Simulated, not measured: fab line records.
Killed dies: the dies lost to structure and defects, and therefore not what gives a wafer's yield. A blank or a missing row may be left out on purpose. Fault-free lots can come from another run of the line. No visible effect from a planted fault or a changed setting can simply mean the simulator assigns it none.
Matching of chambers + flow sky130 + rie-diel-04 running SKY_VIA2_ETCH_14: 4 sister chambers
The step etches BARC in N2/H2, stops on SiO2, time 45.9 s, target depth 60 nm. 22 wafers are shown with their chamber, then 11 later ones without.

## EACH WAFER AND ITS CHAMBER
| wafer  | chamber | drypump-motor-current-A (A) | rf-fwd-power-W (W) | n2-flow-sccm (sccm) |
|--------|---------|-----------------------------|--------------------|---------------------|
| L074.1 | 2       | 6.4                         | 489.0              | 100.17              |
| L074.2 | 3       | 5.8                         | 491.3              | 100.11              |
| L074.4 | 1       | 6.0                         | 494.3              | 99.64               |
| L077.1 | 3       | 5.8                         | 493.5              | 100.40              |
| L077.3 | 0       | 6.0                         | 496.7              | 100.28              |
| L077.6 | 0       | 6.0                         | 495.9              | 100.16              |
| L081.2 | 2       | 6.4                         | 489.8              | 99.65               |
| L081.4 | 1       | 6.0                         | 493.5              | 99.28               |
| L081.6 | 2       | 6.4                         | 487.1              | 99.78               |
| L084.1 | 0       | 6.0                         | 494.3              | 100.15              |
| L084.4 | 3       | 5.8                         | 493.2              | 100.71              |
| L084.6 | 2       | 6.4                         | 488.1              | 99.75               |
| L088.1 | 1       | 6.1                         | 496.7              | 99.97               |
| L088.2 | 0       | 6.0                         | 493.0              | 99.64               |
| L088.4 | 2       | 6.4                         | 487.6              | 100.15              |
| L089.1 | 2       | 6.4                         | 488.9              | 99.99               |
| L089.2 | 0       | 6.0                         | 497.0              | 99.59               |
| L089.5 | 2       | 6.4                         | 489.3              | 100.33              |
| L090.2 | 2       | 6.3                         | 492.4              | 99.73               |
| L090.4 | 1       | 6.1                         | 493.9              | 100.22              |
| L090.5 | 0       | 6.0                         | 495.8              | 100.09              |
| L091.1 | 1       | 6.0                         | 495.5              | 100.04              |

SIGNATURES (means of the wafers above)
| reading                 | chamber 0 | chamber 1 | chamber 2 | chamber 3 | scatter within a chamber |
|-------------------------|-----------|-----------|-----------|-----------|--------------------------|
| drypump-motor-current-A | 6.000     | 6.040     | 6.388     | 5.800     | 0.034                    |
| rf-fwd-power-W          | 495.450   | 494.780   | 489.025   | 492.667   | 1.49                     |
| n2-flow-sccm            | 99.9850   | 99.8300   | 99.9437   | 100.4067  | 0.299                    |
Rule: for each reading, subtract the chamber's mean from the wafer's reading, divide by that reading's scatter and square the result; add these up over the readings and take the root, which gives the wafer's distance from the chamber. If the next closest chamber is less than 2 further off than the closest, the wafer can't be placed; otherwise it belongs to the closest. How the scatter is found: for the shown wafers, subtract from each reading the mean of its chamber, square and add these, divide the total by (wafers less chambers), then take the root.

## WAFERS WITH NO CHAMBER GIVEN
| wafer  | drypump-motor-current-A (A) | rf-fwd-power-W (W) | n2-flow-sccm (sccm) |
|--------|-----------------------------|--------------------|---------------------|
| L091.4 | 6.0                         | 494.4              | 99.61               |
| L091.5 | 6.1                         | 494.2              | 100.33              |
| L092.1 | 6.0                         | 496.7              | 99.92               |
| L092.3 | 6.0                         | 496.2              | 99.97               |
| L092.4 | 5.8                         | 493.2              | 100.23              |
| L093.1 | 6.0                         | 494.5              | 100.06              |
| L093.2 | 5.8                         | 494.5              | 100.05              |
| L093.6 | 6.0                         | 495.6              | 99.87               |
| L097.2 | 6.4                         | 490.9              | 99.38               |
| L097.5 | 6.3                         | 488.4              | 99.76               |
| L097.6 | 5.8                         | 497.3              | 99.16               |

## CHAMBER TAKEN BY EACH
| wafer  | from the rows above     | in truth |
|--------|-------------------------|----------|
| L091.4 | can't be placed: 1 or 0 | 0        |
| L091.5 | can't be placed: 1 or 0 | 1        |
| L092.1 | can't be placed: 0 or 1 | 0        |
| L092.3 | can't be placed: 0 or 1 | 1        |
| L092.4 | 3                       | 3        |
| L093.1 | can't be placed: 0 or 1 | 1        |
| L093.2 | 3                       | 3        |
| L093.6 | can't be placed: 0 or 1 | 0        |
| L097.2 | 2                       | 2        |
| L097.5 | 2                       | 2        |
| L097.6 | can't be placed: 3 or 0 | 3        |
Placed correctly: 4 of 11. These rows do not allow placing 7 (true chamber among the candidates in 7). Number placed wrongly: 0.
